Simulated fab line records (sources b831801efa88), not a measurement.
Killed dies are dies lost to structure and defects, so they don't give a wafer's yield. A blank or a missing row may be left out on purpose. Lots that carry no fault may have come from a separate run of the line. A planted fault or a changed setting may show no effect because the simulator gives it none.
Chamber matching + flow sky130 + rie-si-02 running SKY_FIELD_ISO_ETCH_17: 4 sister chambers
The step etches Si in HBr/Cl2/O2, target depth 342 nm, time 97.7 s. 14 wafers are shown with their chamber, then 7 later ones without.

WAFERS WITH THEIR CHAMBER
| wafer  | chamber | drypump-motor-current-A (A) | oes-product-au (a.u.) | chamber-pressure-mTorr (mTorr) |
|--------|---------|-----------------------------|-----------------------|--------------------------------|
| L999.1 | 2       | 6.0                         | 0.994                 | 15.015                         |
| L999.4 | 1       | 5.8                         | 0.998                 | 15.007                         |
| L999.6 | 1       | 5.9                         | 1.005                 | 15.016                         |
| L102.3 | 3       | 5.7                         | 0.990                 | 15.000                         |
| L102.5 | 3       | 5.7                         | 1.000                 | 14.983                         |
| L102.6 | 2       | 6.0                         | 0.985                 | 14.983                         |
| L103.1 | 1       | 5.8                         | 1.013                 | 15.005                         |
| L103.3 | 2       | 6.0                         | 0.991                 | 14.978                         |
| L103.4 | 0       | 5.7                         | 1.008                 | 14.996                         |
| L106.1 | 2       | 6.0                         | 1.013                 | 14.998                         |
| L106.2 | 3       | 5.7                         | 1.003                 | 15.013                         |
| L106.5 | 2       | 6.0                         | 1.001                 | 14.989                         |
| L110.3 | 0       | 5.7                         | 1.008                 | 15.001                         |
| L110.5 | 3       | 5.7                         | 0.996                 | 14.995                         |

SIGNATURES, as means of the wafers listed above
| reading                 | chamber 0 | chamber 1 | chamber 2 | chamber 3 | scatter within a chamber |
|-------------------------|-----------|-----------|-----------|-----------|--------------------------|
| drypump-motor-current-A | 5.700     | 5.833     | 6.000     | 5.700     | 0.0258                   |
| oes-product-au          | 1.00800   | 1.00533   | 0.99680   | 0.99725   | 0.00817                  |
| chamber-pressure-mTorr  | 14.99850  | 15.00933  | 14.99260  | 14.99775  | 0.0118                   |
Rule: a wafer lies at a distance from a chamber equal to the root of the sum of squares, over the readings, of (its reading less the chamber's mean, divided by the reading's scatter). If the next closest chamber is less than 2 further off than the closest, the wafer can't be placed; otherwise it belongs to the closest. The scatter: the root of (the sum of the squares of (reading less its chamber's mean) over the shown wafers, divided by (wafers less chambers)).

WAFERS WITH NO CHAMBER GIVEN
| wafer  | drypump-motor-current-A (A) | oes-product-au (a.u.) | chamber-pressure-mTorr (mTorr) |
|--------|-----------------------------|-----------------------|--------------------------------|
| L110.6 | 5.7                         | 1.006                 | 14.979                         |
| L112.1 | 6.0                         | 1.005                 | 14.992                         |
| L112.3 | 5.7                         | 1.003                 | 14.986                         |
| L112.6 | 5.9                         | 1.010                 | 14.981                         |
| L113.3 | 5.8                         | 1.009                 | 15.013                         |
| L113.5 | 5.7                         | 1.009                 | 14.995                         |
| L113.6 | 5.7                         | 1.004                 | 14.987                         |

EACH ONE'S CHAMBER
| wafer  | from the rows above     | in truth |
|--------|-------------------------|----------|
| L110.6 | can't be placed: 0 or 3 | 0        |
| L112.1 | 2                       | 2        |
| L112.3 | can't be placed: 3 or 0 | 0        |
| L112.6 | can't be placed: 1 or 2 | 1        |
| L113.3 | 1                       | 1        |
| L113.5 | can't be placed: 0 or 3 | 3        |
| L113.6 | can't be placed: 0 or 3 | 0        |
2 of 7 placed correctly. Not placeable from these rows: 5 (in 5, the candidates include the true chamber). Number placed wrongly: 0.
